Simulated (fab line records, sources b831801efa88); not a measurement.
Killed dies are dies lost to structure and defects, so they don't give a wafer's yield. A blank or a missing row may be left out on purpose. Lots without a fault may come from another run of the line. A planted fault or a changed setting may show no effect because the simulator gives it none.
Which tool did it? | flow sky130 | 15 lots, 45 wafers sampled, at 4 steps of a route of 708

WHAT THE GAUGES READ, wafer by wafer
The record holds no reading of a measuring or inspecting step that can be judged against a usual standard deviation.

WHICH TOOL RAN EACH LOT (tool, then ch and the chambers of the sampled wafers, then the start)
lot  | SKY_FIELD_ISO_DEVELOP_12         | SKY_METAL1_SPUTTER_03        | SKY_METAL2_SPUTTER_04        | SKY_VIA2_ETCH_14
L877 | litho_track-02 ch 0, day 2 05:00 | pvd_sputter-04, day 31 20:54 | pvd_sputter-01, day 34 05:49 | rie_diel-02 ch 0,2,3, day 36 12:37
L878 | litho_track-01 ch 0, day 2 11:00 | pvd_sputter-04, day 32 01:52 | pvd_sputter-03, day 34 10:37 | rie_diel-02 ch 0,3, day 36 16:28
L879 | litho_track-01 ch 0, day 2 15:00 | pvd_sputter-02, day 32 09:39 | pvd_sputter-01, day 34 18:58 | rie_diel-02 ch 0,2,3, day 37 01:08
L881 | litho_track-02 ch 0, day 3 04:00 | pvd_sputter-02, day 33 04:34 | pvd_sputter-03, day 35 13:14 | rie_diel-04 ch 1,2, day 37 18:32
L883 | litho_track-03 ch 0, day 3 13:00 | pvd_sputter-01, day 33 18:16 | pvd_sputter-01, day 36 02:46 | rie_diel-02 ch 0,3, day 38 08:31
L885 | litho_track-02 ch 0, day 3 22:00 | pvd_sputter-02, day 34 19:24 | pvd_sputter-03, day 37 02:34 | rie_diel-01 ch 1,3, day 39 06:56
L888 | litho_track-02, day 4 12:00      | -                            | -                            | -
L889 | litho_track-02, day 4 20:00      | -                            | -                            | -
L890 | litho_track-03, day 5 03:00      | -                            | -                            | -
L895 | litho_track-03 ch 0, day 6 01:00 | pvd_sputter-02, day 37 12:11 | pvd_sputter-01, day 39 18:16 | rie_diel-04 ch 0,2,3, day 41 21:22
L896 | litho_track-03 ch 0, day 6 08:00 | pvd_sputter-04, day 37 23:48 | pvd_sputter-04, day 40 05:18 | rie_diel-01 ch 1,2, day 42 07:17
L897 | litho_track-01 ch 0, day 6 13:00 | pvd_sputter-04, day 38 12:01 | pvd_sputter-01, day 40 17:41 | rie_diel-04 ch 0,2,3, day 42 18:20
L898 | litho_track-03 ch 0, day 6 18:00 | pvd_sputter-01, day 38 14:49 | pvd_sputter-01, day 40 20:36 | rie_diel-01 ch 0,1,2, day 42 22:01
L899 | litho_track-02 ch 0, day 7 02:00 | pvd_sputter-02, day 38 21:46 | pvd_sputter-03, day 41 02:06 | rie_diel-01 ch 0,1,2, day 43 02:04
L900 | litho_track-02 ch 0, day 7 04:00 | pvd_sputter-04, day 38 18:20 | pvd_sputter-01, day 40 22:55 | rie_diel-04 ch 2,3, day 42 23:49
- SKY_FIELD_ISO_DEVELOP_12: develop time 60 s.
- SKY_METAL1_SPUTTER_03: material Ti, target thk 5 nm, time 3.3 s.
- SKY_METAL2_SPUTTER_04: material TiN, target thk 70 nm, time 58.3 s.
- SKY_VIA2_ETCH_14: etches BARC in N2/H2, stops on SiO2, time 45.9 s, target depth 60 nm.

WHAT THE TOOLS THEMSELVES READ (means of the sampled wafers that have a number; where no wafer has one, the mark that the record gives instead)
SKY_FIELD_ISO_DEVELOP_12.
lot  | tool           | chill_plate_temp_C (C)
L877 | litho_track-02 | 22.88
L878 | litho_track-01 | 22.96
L879 | litho_track-01 | 23.00
L881 | litho_track-02 | 23.01
L883 | litho_track-03 | 22.95
L885 | litho_track-02 | 23.00
L888 | litho_track-02 | -
L889 | litho_track-02 | -
L890 | litho_track-03 | -
L895 | litho_track-03 | 23.07
L896 | litho_track-03 | 23.01
L897 | litho_track-01 | 22.91
L898 | litho_track-03 | 23.09
L899 | litho_track-02 | 22.99
L900 | litho_track-02 | 23.11

SKY_METAL1_SPUTTER_03.
lot  | tool           | throttle_valve_pct (%)
L877 | pvd_sputter-04 | 30.2
L878 | pvd_sputter-04 | 29.9
L879 | pvd_sputter-02 | 30.0
L881 | pvd_sputter-02 | 30.1
L883 | pvd_sputter-01 | 29.9
L885 | pvd_sputter-02 | 29.8
L895 | pvd_sputter-02 | 29.7
L896 | pvd_sputter-04 | 30.3
L897 | pvd_sputter-04 | 30.2
L898 | pvd_sputter-01 | 29.0
L899 | pvd_sputter-02 | 29.6
L900 | pvd_sputter-04 | 30.1

SKY_METAL2_SPUTTER_04.
lot  | tool           | throttle_valve_pct (%)
L877 | pvd_sputter-01 | 28.7
L878 | pvd_sputter-03 | 29.8
L879 | pvd_sputter-01 | 29.3
L881 | pvd_sputter-03 | 29.7
L883 | pvd_sputter-01 | 29.4
L885 | pvd_sputter-03 | 29.1
L895 | pvd_sputter-01 | 28.8
L896 | pvd_sputter-04 | 30.3
L897 | pvd_sputter-01 | 29.9
L898 | pvd_sputter-01 | 29.6
L899 | pvd_sputter-03 | 29.7
L900 | pvd_sputter-01 | 29.5

SKY_VIA2_ETCH_14.
lot  | tool        | drypump_motor_current_A (A) | oes_product_au (a.u.) | throttle_valve_pct (%)
L877 | rie_diel-02 | 5.5                         | 0.854                 | 13.228
L878 | rie_diel-02 | 5.4                         | 0.856                 | 13.223
L879 | rie_diel-02 | 5.5                         | 0.851                 | 13.224
L881 | rie_diel-04 | 5.6                         | 0.858                 | 13.231
L883 | rie_diel-02 | 5.4                         | 0.855                 | 13.229
L885 | rie_diel-01 | 5.7                         | 0.852                 | 13.227
L895 | rie_diel-04 | 6.0                         | 0.858                 | 13.231
L896 | rie_diel-01 | 5.6                         | 0.851                 | 13.229
L897 | rie_diel-04 | 6.0                         | 0.852                 | 13.226
L898 | rie_diel-01 | 5.7                         | 0.848                 | 13.225
L899 | rie_diel-01 | 5.7                         | 0.854                 | 13.224
L900 | rie_diel-04 | 5.9                         | 0.851                 | 13.221

THE ANSWER, worked out from the rows above alone
Rule: what is usual is taken from the lots themselves. Put in order of their means at a reading, lots are off if they are a third of the lots or fewer, leave a main group of 4 or more, and stand apart from it by a gap of 3 or more times the standard deviation of the main group's means; of several such gaps the widest counts. A main group whose means are all the same, to the digits that the tables above print for the reading, isn't used. A lot without any number at a reading at which 4 lots or more have one is off too. The other lots that the step has rows for count as sound. The gauges are gone through in route order, then the tools' own readings, and for those a lot's mean is taken as printed above. The first step at which some lot is off is used, and at that step the reading that is off furthest; a lot without a number counts as furthest.
Off: L888, L889, L890, at SKY_FIELD_ISO_DEVELOP_12 (chill_plate_temp_C). Without a number there: L888, L889, L890. The main group: mean 23.00 C, standard deviation 0.066.
A tool fits if, at that step or a process step before it, it ran every lot that is off, and no sound lot after the first of them. None of those tried fits.

WHAT THE SIMULATOR HAD PUT IN
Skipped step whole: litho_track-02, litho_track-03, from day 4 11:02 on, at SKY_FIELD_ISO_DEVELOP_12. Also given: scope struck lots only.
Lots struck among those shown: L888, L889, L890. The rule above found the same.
